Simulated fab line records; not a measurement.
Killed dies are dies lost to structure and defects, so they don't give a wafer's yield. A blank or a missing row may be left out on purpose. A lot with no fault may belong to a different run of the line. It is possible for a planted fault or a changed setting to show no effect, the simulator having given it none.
A lot that was struck, set against a sound lot -- flow sky130 -- 25 steps out of a route of 708
Sound: the wafers L831.2, L831.4, L831.6. Wafers L842.1, L842.2, L842.6 were the ones struck. Last of all comes the cause.
Each step with rows lists, per side, the tool, then ch with its chambers, then its first start. Under that, the readings that differ: sound wafers -- struck wafers -- difference of the means -- sigmas: that difference in standard deviations of wafers without a fault.
alike: words and numbers the same on both sides, and readings whose means are apart by under 2 such deviations; not compared: readings that were withheld, readings missing a value for some wafer, numbers with overlapping values and no deviation given by the record, and bounds like >300 which may hide the same value.
A row with sigmas, a row that says differs or no value, or rows on one side alone: a step with any of these is where the two part. When numbers do not overlap yet have no deviation, they are printed without sigmas and do not part them. A reading that every wafer of one side lacks parts them only if that side has two wafers or more.

first, 4 steps without rows for these wafers: SKY_LDD_LDN_IMPLANT_08; SKY_LDD_LDN_IMPLANT_09; SKY_LDD_LDN_IMPLANT_10; SKY_LDD_LDN_IMPLANT_11.
SKY_LDD_LDN_STRIP_12: strips in O2/N2.
  sound on plasma_asher-01 ch 0,1, day 22 17:53; struck on plasma_asher-01 ch 0,1, day 28 04:11
  alike: drypump_motor_current_A, n2_flow_sccm, oes_product_au, strip_time_to_endpoint_s
  not compared: rf_hours_counter_h
SKY_LDD_LDN_TW_MEAS_13:
  sound: film_metro-02 at day 22 18:00; struck: film_metro-02 at day 28 04:17
  alike: LDD_LDN_TW
then, 2 steps without rows for these wafers: SKY_LDD_LDN_CLEAN_14 (cleans in SC1/SC2, time 150 s); SKY_SPACER_CVD_00 (deposits Si3N4 from DCS/NH3, target thk 43.1 nm, time 740 s).
SKY_SPACER_THK_MEAS_01:
  sound: film_metro-01 at day 22 19:20; struck: film_metro-03 at day 28 06:34
  alike: SPACER_CVD_00_THK
SKY_SPACER_ETCHBACK_02: etches Si3N4 in CH3F/O2, stops on SiO2, time 46.7 s, target depth 45 nm.
  sound on rie_diel-01 ch 0,1,2, day 22 19:23; struck on rie_diel-01 ch 2,3, day 28 06:37
  alike: drypump_motor_current_A, oes_product_au, throttle_valve_pct
  not compared: rf_hours_counter_h
then, 2 steps without rows for these wafers: SKY_POLY_CUT_DEHYDRATE_00 (time 60 s); SKY_POLY_CUT_HMDS_01 (prime time 60 s).
SKY_POLY_CUT_COAT_02: resist thk 60 nm.
  sound on litho_track-04 ch 0, day 23 09:50; struck on litho_track-02 ch 0, day 28 20:19
then, 5 steps without rows for these wafers: SKY_POLY_CUT_COAT_03 (resist thk 450 nm); SKY_POLY_CUT_SOFTBAKE_04 (time 90 s); SKY_POLY_CUT_EXPOSE_05 (exposes mask NPCM, target cd 270 nm); SKY_POLY_CUT_PEB_06; SKY_POLY_CUT_DEVELOP_07 (develop time 60 s).
SKY_POLY_CUT_CD_MEAS_08: target cd 270 nm.
  sound: cd_sem-02 at day 24 01:26; struck: cd_sem-02 at day 29 10:58
  alike: cd_nm
SKY_POLY_CUT_OVL_MEAS_09:
  sound: overlay-01 at day 24 01:33; struck: overlay-01 at day 29 11:05
  alike: POLY_CUT_OVL
SKY_POLY_CUT_ETCH_10: etches BARC in N2/H2, stops on SiO2, time 45.9 s, target depth 60 nm.
  sound on rie_diel-01 ch 0,2,3, day 24 01:35; struck on rie_diel-03 ch 0,2,3, day 29 11:08
reading,sound,struck,difference,sigmas
oes_product_au (a.u.),0.849 0.858 0.860,0.898 0.906 0.908,+0.048,+9
model.etch.depth_nm (nm),60.12 59.97 60.07,65.7 65.75 65.76,+5.7,
  alike: drypump_motor_current_A, n2_flow_sccm, throttle_valve_pct
  not compared: rf_hours_counter_h
SKY_POLY_CUT_ETCH_11: etches Si3N4 in CF4/CH2F2/Ar, stops on poly-Si, time 42.5 s, target depth 60 nm.
  sound on rie_diel-01 ch 0,2,3, day 24 01:37; struck on rie_diel-03 ch 0,2,3, day 29 11:10
  alike: ch2f2_flow_sccm, drypump_motor_current_A, oes_product_au, throttle_valve_pct
  not compared: rf_hours_counter_h
SKY_POLY_CUT_STRIP_12: strips in O2/N2.
  sound on plasma_asher-02 ch 0,1, day 24 01:40; struck on plasma_asher-01 ch 0,1, day 29 11:13
reading,sound,struck,difference,sigmas
strip_time_to_endpoint_s (s),5.344 5.374 5.358,5.425 5.421 5.409,+0.060,+4
  alike: drypump_motor_current_A, n2_flow_sccm, oes_product_au
  not compared: rf_hours_counter_h
then, 2 steps without rows for these wafers: SKY_SD_P_DEHYDRATE_00 (time 60 s); SKY_PAD_OPEN_PROBE_99.

== WHERE THEY PART ==
At SKY_POLY_CUT_ETCH_10 first; at SKY_POLY_CUT_STRIP_12 last (within this record only).

WHY: what had been put in by the simulator
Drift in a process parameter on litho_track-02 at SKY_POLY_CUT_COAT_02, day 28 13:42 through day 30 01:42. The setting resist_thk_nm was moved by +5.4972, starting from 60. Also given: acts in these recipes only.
